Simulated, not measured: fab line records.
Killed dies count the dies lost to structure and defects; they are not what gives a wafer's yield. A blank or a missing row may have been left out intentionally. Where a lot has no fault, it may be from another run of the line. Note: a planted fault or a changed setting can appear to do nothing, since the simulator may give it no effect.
fab line records	flow sfq-line
[record] lots = 6	wafers = 18	last-day = 90
route steps=325 shown I1@77 M2@88 I2@103 M3@118 M8@325
lots that met no fault: taken from a fault-free run of the same line
start-h: hours from the record's first day to the start of the lot's first wafer shown	wait-h: hours from the lot's prior step to this one	" identical to the entry in the row above	L1.1+2: several wafers, shown together as one row	- no value present, or no start provided	* or withheld: withheld	< > ~ a bound
route shown NAME@n: a module of which the file shows steps, and the number in the route of the first	usual: average and standard deviation across the fault-free wafers	same: alike in all rows	chamber/n: place in a boat	sites: per-site readings	_std_site: their standard deviation	_edge_site: outer sites' mean less inner sites'	radius-mm: for every site, how far away it sits from the centre of the wafer	mask NAME#n: copy n	behind: the tool/chamber that last shaped the wafer	hold: why the lot was held/for how many hours/how that ended	device: the transistor (n, p or np) that didn't switch	end of line: the route-end tests of the same wafers	a step with no rows: only its recipe	killed: the dies lost at the first sort to structure and to defects; this is not the yield of the wafer	map: dies across one wafer; x = killed, . = not, _ = none there
set.NAME: the run value of the setting; set.NAME@STEP: its run value at that earlier step	model.NAME: the simulator's own value behind a step, which no gauge read
a table for each step, a row for each wafer; lots at some steps of the route
services: the hour from which a tool's chamber was out of use, counted from the record's first day as start-h (under 0 if before that day), plus the number of hours and why
[[steps]]
[step SFQ_TRILAYER_I1_VIA_LITHO_COAT_054]
[recipe] resist = BARC	spin-rpm = 3000	resist-thk-nm = 62
[step SFQ_TRILAYER_I1_VIA_LITHO_COAT_049]
[recipe] resist = KrF	spin-rpm = 3000	resist-thk-nm = 650
[step SFQ_TRILAYER_I1_VIA_LITHO_SOFTBAKE_053]
[recipe] temp-c = withheld	time-s = withheld	resist = KrF
[step SFQ_TRILAYER_I1_VIA_LITHO_EXPOSE_050]
[recipe] mask-id = I1	na = 0.6	source-shape = conventional	sigma-outer = 0.65	target-cd-nm = 500	dose-mj = 21.3
[step SFQ_TRILAYER_I1_VIA_LITHO_PEB_052]
[recipe] peb-temp-c = 115	peb-time-s = 60	resist = KrF
[step SFQ_TRILAYER_I1_VIA_LITHO_DEVELOP_051]
[recipe] time-s = 60	resist = KrF
[step SFQ_I1_OVL_MEAS_913]
[usual] I1_OVL = 3/5
lot.wafer	tool	chamber	start-h	wait-h	I1_OVL[nm]
L453.2	overlay-01	-	566.36	0.1	7
L453.5	"	-	"	"	11
L453.6	"	-	"	"	5
L454.1	overlay-01	-	569.66	0.1	6
L454.3	"	-	"	"	6
L454.4	"	-	"	"	13
L464.1	overlay-01	-	869.96	0.1	-4
L464.4	"	-	"	"	12
L464.5	"	-	"	"	0
L465.2	overlay-01	-	891.57	0.1	3
L465.5	"	-	"	"	1
L465.6	"	-	"	"	4
L467.3	overlay-01	-	907.17	0.1	11
L467.4	"	-	"	"	11
L467.5	"	-	"	"	7
L471.2	overlay-01	-	937.22	0.1	-8
L471.3	"	-	"	"	-4
L471.4	"	-	"	"	-7
[step SFQ_TRILAYER_I1_VIA_BARC_OPEN_VIA_ETCH_071]
[recipe] mask-material = PR	chemistry = O2	target-depth-nm = 125	target = BARC	source-w = 500	bias-w = 80	pressure-mtorr = 30	time-s = 41.7
[step SFQ_TRILAYER_I1_VIA_ETCH_VIA_ETCH_052]
[recipe] target = SiO2	stop-on = Nb	mask-material = PR	taper-deg = 20	chemistry = CHF3	target-depth-nm = 260	source-w = 500	bias-w = 80	pressure-mtorr = 30	time-s = withheld
[usual] drypump-motor-current-A = 5.6/0.43	oes-product-au = 0.855/0.0045
lot.wafer	tool	chamber	start-h	wait-h	drypump-motor-current-A	oes-product-au
L453.2	rie-diel-03	2	566.43	0.0	5.7	0.860
L453.5	"	3	"	"	6.0	0.853
L453.6	"	0	"	"	5.2	0.861
L454.1	rie-diel-04	1	569.74	0.0	5.9	0.856
L454.3	"	2	"	"	5.0	0.854
L454.4	"	3	"	"	5.7	0.853
L464.1	rie-diel-02	0	870.04	0.0	5.1	0.862
L464.4	"	2	"	"	6.1	0.851
L464.5	"	1	"	"	6.0	0.853
L465.2	rie-diel-02	2	891.64	0.0	6.1	0.858
L465.5	"	0	"	"	5.1	0.845
L465.6	"	1	"	"	6.0	0.854
L467.3	rie-diel-03	2	907.24	0.0	5.7	0.854
L467.4	"	0	"	"	5.2	0.864
L467.5	"	3	"	"	6.0	0.847
L471.2	rie-diel-04	2	937.29	0.0	5.0	0.855
L471.3	"	1	"	"	6.0	0.854
L471.4	"	0	"	"	5.0	0.843
[step SFQ_TRILAYER_I1_VIA_STRIP_STRIP_053]
[recipe] gas = O2	power-w = 200	platen-temp-c = 40	overash-fraction = 0.65	chemistry = O2	pressure-mtorr = 50
[step SFQ_TRILAYER_I1_VIA_STRIP_SOLV_CLEAN_054]
[recipe] chemistry = NMP	temp-c = 70	time-s = 600
[step SFQ_TRILAYER_M2_DEP_PRE_CLEAN_056]
[recipe] gas = Ar	time-s = 22.5	bias-v = 250
[step SFQ_TRILAYER_M2_DEP_SPUTTER_055]
[recipe] material = Nb	base-pressure-pa = 1.33e-06	chamber-pressure-pa = 0.1333	substrate-temp-c = 20	resputter-cathode-voltage-v = 400	target-thk-nm = 200	power-w = 2000	time-s = 133.3
[usual] base-pressure-pa = 1.34e-06/9.2e-08	chamber-pressure-pa = 0.13333/0.00025	throttle-valve-pct = 30.1/0.74
lot.wafer	tool	chamber	start-h	wait-h	base-pressure-pa	chamber-pressure-pa	throttle-valve-pct	model.Nb_of_TRILAYER_M2_DEP_SPUTTER_055.thk-nm
L453.2	pvd-sputter-05	-	567.35	0.0	1.39e-06	0.1332	30.5	205.7
L453.5	"	-	"	"	1.54e-06	0.13328	30.9	204.7
L453.6	"	-	"	"	1.42e-06	0.13297	30.6	203.4
L454.1	pvd-sputter-06	-	570.65	0.0	1.29e-06	0.13335	29.9	197.4
L454.3	"	-	"	"	1.19e-06	0.13314	28.7	199.7
L454.4	"	-	"	"	1.27e-06	0.13324	29.4	198.8
L464.1	pvd-sputter-05	-	871.56	0.0	1.31e-06	0.13306	30.0	204.7
L464.4	"	-	"	"	1.45e-06	0.13317	31.1	202.3
L464.5	"	-	"	"	1.33e-06	0.13307	30.7	264.2
L465.2	pvd-sputter-05	-	892.56	0.0	1.42e-06	0.13304	30.5	266.5
L465.5	"	-	"	"	1.38e-06	0.13346	30.2	204.5
L465.6	"	-	"	"	1.33e-06	0.13335	30.3	203.9
L467.3	pvd-sputter-06	-	908.16	0.0	1.23e-06	0.13336	30.1	200.5
L467.4	"	-	"	"	1.35e-06	0.13315	30.4	201.3
L467.5	"	-	"	"	1.42e-06	0.13353	30.2	202.1
L471.2	pvd-sputter-06	-	938.21	0.0	1.27e-06	0.13336	30.3	200.9
L471.3	"	-	"	"	1.33e-06	0.13352	30.0	197.7
L471.4	"	-	"	"	1.3e-06	0.13353	29.5	199.1
[step SFQ_M2_RS_MEAS_914]
[recipe] thk-meas-gauge = four-point-probe	reads = Nb_of_TRILAYER_M2_DEP_SPUTTER_055
[usual] M2_NB_RS = 0.887/0.0092
lot.wafer	tool	chamber	start-h	wait-h	M2_NB_RS[ohm/sq]
L453.2	film-metro-02	-	567.46	0.1	0.866
L453.5	"	-	"	"	0.871
L453.6	"	-	"	"	0.875
L454.1	film-metro-03	-	570.75	0.0	0.899
L454.3	"	-	"	"	0.890
L454.4	"	-	"	"	0.893
L464.1	film-metro-03	-	871.65	0.0	0.868
L464.4	"	-	"	"	0.878
L464.5	"	-	"	"	0.672
L465.2	film-metro-04	-	892.67	0.1	0.666
L465.5	"	-	"	"	0.872
L465.6	"	-	"	"	0.875
L467.3	film-metro-02	-	908.29	0.1	0.890
L467.4	"	-	"	"	0.885
L467.5	"	-	"	"	0.883
L471.2	film-metro-03	-	938.32	0.1	0.882
L471.3	"	-	"	"	0.900
L471.4	"	-	"	"	0.892
[step SFQ_TRILAYER_M2_LITHO_COAT_062]
[recipe] resist = BARC	spin-rpm = 3000	resist-thk-nm = 62
[step SFQ_TRILAYER_M2_LITHO_COAT_057]
[recipe] resist = KrF	spin-rpm = 3000	resist-thk-nm = 604.6
[step SFQ_TRILAYER_M2_LITHO_SOFTBAKE_061]
[recipe] temp-c = withheld	time-s = withheld	resist = KrF
[step SFQ_TRILAYER_M2_LITHO_EXPOSE_058]
[recipe] mask-id = M2	na = 0.6	source-shape = conventional	sigma-outer = 0.65	target-cd-nm = 500	dose-mj = 14.4
[step SFQ_TRILAYER_M2_LITHO_PEB_060]
[recipe] peb-temp-c = 115	peb-time-s = 60	resist = KrF
[step SFQ_TRILAYER_M2_LITHO_DEVELOP_059]
[recipe] time-s = 60	resist = KrF
[step SFQ_M2_OVL_MEAS_916]
[usual] M2_OVL = -3/4.8
lot.wafer	tool	chamber	start-h	wait-h	M2_OVL[nm]
L453.2	overlay-02	-	570.87	0.1	-11
L453.5	"	-	"	"	-10
L453.6	"	-	"	"	3
L454.1	overlay-02	-	573.55	0.1	-3
L454.3	"	-	"	"	-3
L454.4	"	-	"	"	-7
L464.1	overlay-01	-	874.20	0.1	1
L464.4	"	-	"	"	5
L464.5	"	-	"	"	4
L465.2	overlay-01	-	895.39	0.1	10
L465.5	"	-	"	"	4
L465.6	"	-	"	"	2
L467.3	overlay-01	-	914.54	0.1	2
L467.4	"	-	"	"	3
L467.5	"	-	"	"	-1
L471.2	overlay-01	-	940.74	0.1	-16
L471.3	"	-	"	"	-16
L471.4	"	-	"	"	-3
[step SFQ_TRILAYER_M2_BARC_OPEN_METAL_ETCH_077]
[recipe] mask-material = PR	chemistry = O2	target-depth-nm = 125	target = BARC	icp-w = 600	bias-w = 80	pressure-mtorr = 10	time-s = 41.7
[usual] drypump-motor-current-A = 6.0/0.41	oes-product-au = 0.685/0.0044
lot.wafer	tool	chamber	start-h	wait-h	drypump-motor-current-A	oes-product-au	rf-hours-counter-h
L453.2	rie-metal-01	0	570.90	0.0	6.4	0.686	14
L453.5	"	0	"	"	6.4	0.692	-
L453.6	"	1	"	"	5.9	0.688	-
L454.1	rie-metal-01	0	573.59	0.0	6.5	0.681	15
L454.3	"	1	"	"	5.9	0.686	-
L454.4	"	0	"	"	6.5	0.681	-
L464.1	rie-metal-03	0	874.24	0.0	6.1	0.690	0
L464.4	"	0	"	"	6.1	0.686	-
L464.5	"	0	"	"	6.1	0.680	-
L465.2	rie-metal-03	1	895.42	0.0	6.0	0.682	88
L465.5	"	0	"	"	6.1	0.682	-
L465.6	"	1	"	"	6.0	0.689	-
L467.3	rie-metal-04	0	914.59	0.0	5.1	0.688	-
L467.4	"	1	"	"	5.8	0.681	-
L467.5	"	0	"	"	5.1	0.686	-
L471.2	rie-metal-03	1	940.77	0.0	6.0	0.690	96
L471.3	"	0	"	"	6.1	0.682	-
L471.4	"	1	"	"	6.0	0.689	-
[step SFQ_TRILAYER_M2_ETCH_METAL_ETCH_060]
[recipe] target = Nb	stop-on = SiO2	mask-material = PR	chemistry = Cl2/Ar	target-depth-nm = 240	icp-w = 600	bias-w = 80	pressure-mtorr = 10	time-s = 120
[usual] drypump-motor-current-A = 6.0/0.41	oes-product-au = 0.896/0.007
lot.wafer	tool	chamber	start-h	wait-h	drypump-motor-current-A	oes-product-au	rf-hours-counter-h
L453.2	rie-metal-01	0	570.96	0.0	6.4	0.904	14
L453.5	"	0	"	"	6.5	0.904	-
L453.6	"	1	"	"	5.9	0.899	-
L454.1	rie-metal-01	0	573.65	0.0	6.5	0.888	15
L454.3	"	1	"	"	5.9	0.894	-
L454.4	"	0	"	"	6.5	0.884	-
L464.1	rie-metal-03	0	874.30	0.0	6.1	0.900	0
L464.4	"	0	"	"	6.1	0.896	-
L464.5	"	0	"	"	6.1	0.989	-
L465.2	rie-metal-03	1	895.48	0.0	6.0	1.005	88
L465.5	"	0	"	"	6.1	0.900	-
L465.6	"	1	"	"	6.0	0.900	-
L467.3	rie-metal-04	0	914.67	0.1	5.1	0.898	-
L467.4	"	1	"	"	5.8	0.890	-
L467.5	"	0	"	"	5.1	0.904	-
L471.2	rie-metal-03	1	940.83	0.0	6.0	0.892	96
L471.3	"	0	"	"	6.1	0.888	-
L471.4	"	1	"	"	6.0	0.892	-
[step SFQ_TRILAYER_M2_STRIP_STRIP_061]
[recipe] gas = O2	power-w = 200	platen-temp-c = 40	overash-fraction = 0.65	chemistry = O2	pressure-mtorr = 50
[usual] drypump-motor-current-A = 6.0/0.4	oes-product-au = 1.002/0.0076
[same] overash-fraction = 0.65
lot.wafer	tool	chamber	start-h	wait-h	drypump-motor-current-A	oes-product-au	rf-hours-counter-h
L453.2	rie-metal-01	0	571.08	0.1	6.5	1.009	15
L453.5	"	0	"	"	6.5	0.995	-
L453.6	"	1	"	"	5.9	1.001	-
L454.1	rie-metal-01	0	573.77	0.1	6.4	0.994	15
L454.3	"	1	"	"	5.9	1.000	-
L454.4	"	0	"	"	6.4	0.982	-
L464.1	rie-metal-03	0	874.42	0.1	6.1	1.010	0
L464.4	"	0	"	"	6.1	1.008	-
L464.5	"	0	"	"	6.1	1.008	-
L465.2	rie-metal-03	1	895.60	0.1	6.0	1.000	89
L465.5	"	0	"	"	6.1	1.010	-
L465.6	"	1	"	"	6.0	0.996	-
L467.3	rie-metal-04	0	914.95	0.2	5.1	1.006	-
L467.4	"	1	"	"	5.8	0.998	-
L467.5	"	0	"	"	5.1	1.003	-
L471.2	rie-metal-03	1	940.95	0.1	6.0	1.000	96
L471.3	"	0	"	"	6.1	1.002	-
L471.4	"	1	"	"	6.0	0.997	-
[step SFQ_TRILAYER_M2_STRIP_SOLV_CLEAN_062]
[recipe] chemistry = NMP	temp-c = 70	time-s = 600
[step SFQ_TRILAYER_I2_DEP_PECVD_063]
[recipe] material = SiO2	temp-c = 150	time-s = 111.11	pressure-torr = 2.4	rf-w = 183.3	precursor = SiH4/N2O	target-thk-nm = 500
[step SFQ_TRILAYER_I2_CMP_CMP_064]
[recipe] material = SiO2	down-force-psi = 3	platen-rpm = 60	pad-velocity-m-s = 0.94248
[step SFQ_I2_BOW_MEAS_917]
[recipe] mode = bow
[usual] I2_BOW = 2/7.7
lot.wafer	tool	chamber	start-h	wait-h	I2_BOW[um]
L453.2	film-metro-01	-	575.13	2.0	-2
L453.5	"	-	"	"	6
L453.6	"	-	"	"	-12
L454.1	film-metro-01	-	582.44	1.0	9
L454.3	"	-	"	"	9
L454.4	"	-	"	"	4
L464.1	film-metro-01	-	890.61	1.5	1
L464.4	"	-	"	"	14
L464.5	"	-	"	"	8
L465.2	film-metro-01	-	914.66	1.5	-22
L465.5	"	-	"	"	-6
L465.6	"	-	"	"	-3
L467.3	film-metro-03	-	941.24	1.5	14
L467.4	"	-	"	"	3
L467.5	"	-	"	"	12
L471.2	film-metro-02	-	965.66	1.0	4
L471.3	"	-	"	"	-11
L471.4	"	-	"	"	-2
[step SFQ_TRILAYER_I2_METRO_MEASURE_065]
[usual] thk-nm = 200.2/0.78
lot.wafer	tool	chamber	start-h	wait-h	thk-nm
L453.2	film-metro-01	-	575.43	0.3	200.5
L453.5	"	-	"	"	200.2
L453.6	"	-	"	"	200.2
L454.1	film-metro-01	-	582.56	0.1	199.7
L454.3	"	-	"	"	200.5
L454.4	"	-	"	"	199.0
L464.1	film-metro-01	-	890.73	0.1	199.4
L464.4	"	-	"	"	198.0
L464.5	"	-	"	"	199.4
L465.2	film-metro-01	-	914.96	0.3	200.5
L465.5	"	-	"	"	199.6
L465.6	"	-	"	"	199.8
L467.3	film-metro-03	-	941.72	0.5	200.2
L467.4	"	-	"	"	200.6
L467.5	"	-	"	"	201.2
L471.2	film-metro-02	-	965.96	0.3	199.1
L471.3	"	-	"	"	200.9
L471.4	"	-	"	"	199.2
[step SFQ_TRILAYER_I2_VIA_LITHO_COAT_072]
[recipe] resist = BARC	spin-rpm = 3000	resist-thk-nm = 62
[step SFQ_TRILAYER_I2_VIA_LITHO_COAT_067]
[recipe] resist = KrF	spin-rpm = 3036	resist-thk-nm = 650
[step SFQ_TRILAYER_I2_VIA_LITHO_SOFTBAKE_071]
[recipe] temp-c = withheld	time-s = withheld	resist = KrF
[step SFQ_TRILAYER_I2_VIA_LITHO_EXPOSE_068]
[recipe] mask-id = I2	na = 0.6	source-shape = conventional	sigma-outer = 0.65	target-cd-nm = 500	dose-mj = 21.3
[step SFQ_TRILAYER_I2_VIA_LITHO_PEB_070]
[recipe] peb-temp-c = 115	peb-time-s = 60	resist = KrF
[step SFQ_TRILAYER_I2_VIA_LITHO_DEVELOP_069]
[recipe] time-s = 60	resist = KrF
[step SFQ_I2_OVL_MEAS_918]
[usual] I2_OVL = 1/5.4
lot.wafer	tool	chamber	start-h	wait-h	I2_OVL[nm]
L453.2	overlay-01	-	744.48	0.1	3
L453.5	"	-	"	"	5
L453.6	"	-	"	"	1
L454.1	overlay-01	-	750.47	0.1	-1
L454.3	"	-	"	"	4
L454.4	"	-	"	"	4
L464.1	overlay-01	-	894.18	0.1	-3
L464.4	"	-	"	"	-9
L464.5	"	-	"	"	-10
L465.2	overlay-01	-	919.34	0.1	-5
L465.5	"	-	"	"	-6
L465.6	"	-	"	"	0
L467.3	overlay-01	-	945.56	0.1	-9
L467.4	"	-	"	"	-8
L467.5	"	-	"	"	-4
L471.2	overlay-01	-	1096.49	0.1	-5
L471.3	"	-	"	"	5
L471.4	"	-	"	"	-4
[step SFQ_TRILAYER_I2_VIA_BARC_OPEN_VIA_ETCH_096]
[recipe] mask-material = PR	chemistry = O2	target-depth-nm = 125	target = BARC	source-w = 500	bias-w = 80	pressure-mtorr = 30	time-s = 41.7
[step SFQ_TRILAYER_I2_VIA_ETCH_VIA_ETCH_070]
[recipe] target = SiO2	stop-on = Nb	mask-material = PR	taper-deg = 20	chemistry = CHF3	target-depth-nm = 260	source-w = 500	bias-w = 80	pressure-mtorr = 30	time-s = withheld
[step SFQ_TRILAYER_I2_VIA_STRIP_STRIP_071]
[recipe] gas = O2	power-w = 200	platen-temp-c = 40	overash-fraction = 0.65	chemistry = O2	pressure-mtorr = 50
[usual] drypump-motor-current-A = 5.9/0.46	oes-product-au = 0.999/0.0068
[same] overash-fraction = 0.65
lot.wafer	tool	chamber	start-h	wait-h	drypump-motor-current-A	oes-product-au	rf-hours-counter-h
L453.2	rie-metal-01	1	744.86	-	5.9	1.001	-
L453.5	"	1	"	"	5.9	1.014	-
L453.6	"	1	"	"	5.9	1.008	-
L454.1	rie-metal-01	0	750.66	-	6.4	0.997	43
L454.3	"	0	"	"	6.4	1.004	-
L454.4	"	0	"	"	6.5	1.001	-
L464.1	rie-metal-01	1	894.37	-	5.9	1.000	20
L464.4	"	0	"	"	6.4	0.982	-
L464.5	"	0	"	"	6.5	0.988	-
L465.2	rie-metal-04	1	919.52	-	5.8	0.987	89
L465.5	"	0	"	"	5.1	1.002	-
L465.6	"	1	"	"	5.8	0.988	-
L467.3	rie-metal-01	1	945.94	-	5.9	1.000	-
L467.4	"	0	"	"	6.4	0.994	-
L467.5	"	1	"	"	5.9	1.003	-
L471.2	rie-metal-01	1	1096.67	-	5.9	0.999	44
L471.3	"	0	"	"	6.5	0.993	-
L471.4	"	1	"	"	5.9	0.994	-
[step SFQ_TRILAYER_I2_VIA_STRIP_SOLV_CLEAN_072]
[recipe] chemistry = NMP	temp-c = 70	time-s = 600
[step SFQ_TRILAYER_M3_DEP_PRE_CLEAN_074]
[recipe] gas = Ar	time-s = 22.5	bias-v = 250
[step SFQ_M8_BOW_MEAS_951]
[recipe] mode = bow
[usual] M8_BOW = 9/10
lot.wafer	tool	chamber	start-h	wait-h	M8_BOW[um]	model.etest.m2.comb-log10-ohm	model.etest.m2.ohm-sq
L453.2	film-metro-02	-	2068.14	0.0	-5	12	0.8664
L453.5	"	-	"	"	2	12	0.8707
L453.6	"	-	"	"	-15	12	0.8762
L454.1	film-metro-03	-	2069.33	0.0	18	12	0.9029
L454.3	"	-	"	"	18	12	0.8925
L454.4	"	-	"	"	13	12	0.8963
L464.1	film-metro-01	-	2115.36	0.0	7	12	0.8705
L464.4	"	-	"	"	19	12	0.8807
L464.5	"	-	"	"	14	0	0.6744
L465.2	film-metro-03	-	2129.64	0.0	-14	0	0.6687
L465.5	"	-	"	"	2	12	0.8716
L465.6	"	-	"	"	6	12	0.8738
L467.3	film-metro-03	-	2136.95	0.0	24	12	0.8887
L467.4	"	-	"	"	13	12	0.8852
L467.5	"	-	"	"	21	12	0.8819
L471.2	film-metro-03	-	2161.24	0.0	5	12	0.8871
L471.3	"	-	"	"	-8	12	0.9015
L471.4	"	-	"	"	0	12	0.895
[[services]]
tool	chamber	start-h	hours	kind
pvd-sputter-06	-	600.13	3.3	repair
pvd-sputter-06	-	624.74	5.4	repair
rie-metal-04	0	679.11	6.2	repair
rie-metal-03	0	679.18	2.1	repair
pvd-sputter-05	-	682.48	3.6	repair
film-metro-01	-	699.13	0.8	pm
rie-metal-04	1	703.01	1.0	repair
film-metro-01	-	720.03	0.3	pm
rie-metal-01	0	741.76	4.3	repair
film-metro-01	-	744.24	1.4	pm
pvd-sputter-06	-	799.43	1.3	repair
pvd-sputter-05	-	809.29	1.7	repair
rie-metal-01	1	814.38	6.8	repair
rie-metal-03	-	837.94	2.4	repair
rie-metal-03	-	852.75	1.3	repair
rie-metal-03	0	905.28	3.3	repair
rie-metal-03	-	932.83	0.8	repair
film-metro-01	-	944.13	3.2	pm
film-metro-01	-	965.21	0.6	pm
rie-metal-01	-	979.78	0.8	repair
film-metro-01	-	989.24	1.1	pm
rie-metal-01	-	1002.77	28.1	pm
rie-metal-03	1	1005.37	17.1	repair
rie-metal-04	0	1063.00	20.2	repair
[[key]]
[first-sign] step = SFQ_M2_RS_MEAS_914	reading = M2_NB_RS	direction = down	sigmas = 24	usual = 0.887	struck = 0.669
[effect] step = SFQ_TRILAYER_M2_ETCH_METAL_ETCH_060	reading = oes-product-au	direction = up	sigmas = 15	usual = 0.896	struck = 0.997
[model-effect] step = SFQ_TRILAYER_M2_DEP_SPUTTER_055	value = Nb_of_TRILAYER_M2_DEP_SPUTTER_055.thk-nm	without = 205.3	struck = 265.4
[model-effect] step = SFQ_M8_BOW_MEAS_951	value = etest.m2.comb-log10-ohm	without = 12	struck = 0
met-at SFQ_TRILAYER_M2_DEP_SPUTTER_055
struck-wafers L464.5,L465.2
onset-between 567.35 871.56
[fault] kind = process-parameter-drift	tool = pvd-sputter-05	chamber = -	onset-h = 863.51	steps = SFQ_TRILAYER_M2_DEP_SPUTTER_055	channel = target-thk-nm	offset = 60.023	shape = step	end-h = 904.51	acts-in = these-recipes-only	stated = 200	scope = struck-wafers-only
